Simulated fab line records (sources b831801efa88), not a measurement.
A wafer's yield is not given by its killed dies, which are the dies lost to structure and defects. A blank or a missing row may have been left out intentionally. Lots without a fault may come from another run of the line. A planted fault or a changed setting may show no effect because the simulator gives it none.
A struck lot beside a sound one ; flow sfqLine ; 42 steps out of a route of 325
Sound: wafers L598.1, L598.5, L598.6. The struck wafers were L588.1, L588.3, L588.5. The cause comes at the end.
Each step with rows lists, per side, the tool, then ch with its chambers, then its first start. Under that, the readings that differ: sound wafers ; struck wafers ; difference of the means ; sigmas: that difference in standard deviations of wafers without a fault.
alike: same words and numbers on both sides, and readings whose means sit less than 2 such deviations apart. not compared: any withheld reading, any reading some wafer has no value for, any bound like >300 that may hide the same value, and any number with overlapping values for which the record gives no deviation.
A row with sigmas, a row that says differs or no value, or rows on one side alone: a step with any of these is where the two part. Numbers that don't overlap but have no deviation are shown without sigmas and don't part them. Lack of a reading on every wafer of one side parts them only where that side has two or more wafers.

first, 6 steps without rows for these wafers: SFQ_TRILAYER_M2_LITHO_COAT_062 (resist thk 62 nm); SFQ_TRILAYER_M2_LITHO_COAT_057 (resist thk 600 nm); SFQ_TRILAYER_M2_LITHO_SOFTBAKE_061; SFQ_TRILAYER_M2_LITHO_EXPOSE_058 (exposes mask M2, target cd 500 nm); SFQ_TRILAYER_M2_LITHO_PEB_060 (peb time 60 s); SFQ_TRILAYER_M2_LITHO_DEVELOP_059 (time 60 s).
SFQ_M2_OVL_MEAS_916:
  struck on overlay-01, day 33 06:29; sound on overlay-02, day 40 03:35
  alike: M2_OVL
then, 1 step without rows for these wafers: SFQ_TRILAYER_M2_BARC_OPEN_METAL_ETCH_077 (etches BARC in O2, target depth 125 nm, time 41.7 s).
SFQ_TRILAYER_M2_ETCH_METAL_ETCH_060: etches Nb in Cl2/Ar, stops on SiO2, target depth 240 nm, time 120 s.
  sound on rieMetal-02 ch 0,1, day 40 03:41; struck on rieMetal-03 ch 0,1, day 33 06:35
  alike: chamberPressureMTorr, drypumpMotorCurrentA, oesProductAu
  not compared: rfHoursCounterH
SFQ_TRILAYER_M2_STRIP_STRIP_061: strips in O2.
  sound on rieMetal-02 ch 0,1, day 40 03:48; struck on rieMetal-03 ch 0,1, day 33 06:43
  alike: chamberPressureMTorr, drypumpMotorCurrentA, oesProductAu
  not compared: rfHoursCounterH
then, 2 steps without rows for these wafers: SFQ_TRILAYER_M2_STRIP_SOLV_CLEAN_062 (cleans in NMP, time 600 s); SFQ_TRILAYER_I2_DEP_PECVD_063 (deposits SiO2 from SiH4/N2O, time 111.11 s, target thk 500 nm).
SFQ_TRILAYER_I2_CMP_CMP_064: polishes SiO2.
  sound on cmp-02 ch 1,2,3, day 42 21:56; struck on cmp-01 ch 0,1,3, day 33 10:42
reading;sound;struck;difference;sigmas
timeToEndpointS (s);215 225 221;247 239 251;+25;+3
model.SiO2_of_TRILAYER_I2_DEP_PECVD_063.thkNm (nm);199.3 201.1 199.5;152.2 151.3 152.5;-48.0;
  alike: motorCurrentA
SFQ_I2_BOW_MEAS_917:
  struck on filmMetro-01, day 33 12:42; sound on filmMetro-04, day 42 23:26
  alike: I2_BOW
SFQ_TRILAYER_I2_METRO_MEASURE_065:
  struck on filmMetro-01, day 33 12:49; sound on filmMetro-04, day 42 23:33
reading;sound;struck;difference;sigmas
thkNm (nm);199.3 201.0 199.6;152.3 151.2 152.4;-48.0;-44
then, 6 steps without rows for these wafers: SFQ_TRILAYER_I2_VIA_LITHO_COAT_072 (resist thk 62 nm); SFQ_TRILAYER_I2_VIA_LITHO_COAT_067 (resist thk 650 nm); SFQ_TRILAYER_I2_VIA_LITHO_SOFTBAKE_071; SFQ_TRILAYER_I2_VIA_LITHO_EXPOSE_068 (exposes mask I2, target cd 500 nm); SFQ_TRILAYER_I2_VIA_LITHO_PEB_070 (peb time 60 s); SFQ_TRILAYER_I2_VIA_LITHO_DEVELOP_069 (time 60 s).
-- the record jumps here: 5 days lie between the struck wafers' starts before and after --
SFQ_I2_OVL_MEAS_918:
  struck on overlay-02, day 38 19:47; sound on overlay-02, day 44 14:59
  alike: I2_OVL
then, 1 step without rows for these wafers: SFQ_TRILAYER_I2_VIA_BARC_OPEN_VIA_ETCH_096 (etches BARC in O2, target depth 125 nm, time 41.7 s).
SFQ_TRILAYER_I2_VIA_ETCH_VIA_ETCH_070: etches SiO2 in CHF3, stops on Nb, target depth 260 nm.
  sound on rieDiel-04 ch 0,1,2, day 44 15:04; struck on rieDiel-01 ch 0,1,3, day 38 19:52
reading;sound;struck;difference;sigmas
oesProductAu (a.u.);0.847 0.855 0.852;0.747 0.735 0.739;-0.111;-20
model.etch.depthNm (nm);199.3 201.1 199.5;152.2 151.3 152.5;-48.0;
model.I2.featureDepthNm (nm);199.3 201.1 199.5;152.2 151.3 152.5;-48.0;
  alike: chamberPressureMTorr, drypumpMotorCurrentA
SFQ_TRILAYER_I2_VIA_STRIP_STRIP_071: strips in O2.
  sound on rieMetal-01 ch 0,1, day 44 15:10; struck on rieMetal-03 ch 0, day 38 19:58
  alike: chamberPressureMTorr, drypumpMotorCurrentA, oesProductAu
  not compared: rfHoursCounterH
then, 1 step without rows for these wafers: SFQ_TRILAYER_I2_VIA_STRIP_SOLV_CLEAN_072 (cleans in NMP, time 600 s).
SFQ_TRILAYER_M3_DEP_PRE_CLEAN_074: time 22.5 s.
  struck on pvdSputter-05, day 38 20:45; sound on pvdSputter-05, day 44 16:09
reading;sound;struck;difference;sigmas
model.SiO2_of_TRILAYER_I2_DEP_PECVD_063.thkNm (nm);191.8 193.6 192;144.7 143.8 145;-48.0;
then, 1 step without rows for these wafers: SFQ_TRILAYER_M3_DEP_SPUTTER_073 (material Nb, target thk 200 nm, time 133.3 s).
SFQ_M3_RS_MEAS_919: uses a four-point probe to measure.
  struck on filmMetro-03, day 38 20:52; sound on filmMetro-03, day 44 16:16
  alike: M3_NB_RS
then, 6 steps without rows for these wafers: SFQ_TRILAYER_M3_LITHO_COAT_080 (resist thk 62 nm); SFQ_TRILAYER_M3_LITHO_COAT_075 (resist thk 600 nm); SFQ_TRILAYER_M3_LITHO_SOFTBAKE_079; SFQ_TRILAYER_M3_LITHO_EXPOSE_076 (exposes mask M3, target cd 500 nm); SFQ_TRILAYER_M3_LITHO_PEB_078 (peb time 60 s); SFQ_TRILAYER_M3_LITHO_DEVELOP_077 (time 60 s).
-- the record jumps here: 4 days lie between the struck wafers' starts before and after --
SFQ_M3_OVL_MEAS_921:
  struck on overlay-02, day 43 06:47; sound on overlay-02, day 45 01:47
  alike: M3_OVL
SFQ_TRILAYER_M3_BARC_OPEN_METAL_ETCH_100: etches BARC in O2, target depth 125 nm, time 41.7 s.
  sound on rieMetal-01 ch 0,1, day 45 01:49; struck on rieMetal-03 ch 0,1, day 43 06:49
reading;sound;struck;difference;sigmas
oesProductAu (a.u.);0.680 0.676 0.679;0.683 0.686 0.696;+0.010;+2
  alike: chamberPressureMTorr, drypumpMotorCurrentA
  not compared: rfHoursCounterH
then, 3 steps without rows for these wafers: SFQ_TRILAYER_M3_ETCH_METAL_ETCH_078 (etches Nb in Cl2/Ar, stops on SiO2, target depth 240 nm, time 120 s); SFQ_TRILAYER_M3_STRIP_STRIP_079 (strips in O2); SFQ_TRILAYER_M3_STRIP_SOLV_CLEAN_080 (cleans in NMP, time 600 s).
SFQ_TRILAYER_I3_DEP_PECVD_081: deposits SiO2 from SiH4/N2O, time 111.11 s, target thk 500 nm.
  sound on pecvd-03 ch 0,1,2, day 45 02:47; struck on pecvd-03 ch 0,2, day 43 07:47
  alike: heaterPowerW, susceptorTempC, throttleValvePct
-- the record jumps here: 46 days lie between the struck wafers' starts before and after --
SFQ_M8_BOW_MEAS_951:
  struck on filmMetro-03, day 89 13:09; sound on filmMetro-03, day 95 11:50
reading;sound;struck;difference;sigmas
model.etest.i2.linkOhm;1.966 1.968 1.951;1.927 1.903 1.932;-0.041;
  alike: M8_BOW

## WHERE THEY PART
At SFQ_TRILAYER_I2_CMP_CMP_064 first; at SFQ_TRILAYER_M3_BARC_OPEN_METAL_ETCH_100 last (within this record only). Later steps at which nothing parts them and some readings are alike: SFQ_TRILAYER_I3_DEP_PECVD_081, SFQ_M8_BOW_MEAS_951.

WHY: what the simulator had put in
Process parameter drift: cmp-01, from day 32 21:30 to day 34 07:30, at SFQ_TRILAYER_I2_CMP_CMP_064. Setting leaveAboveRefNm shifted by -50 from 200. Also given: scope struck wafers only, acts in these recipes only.
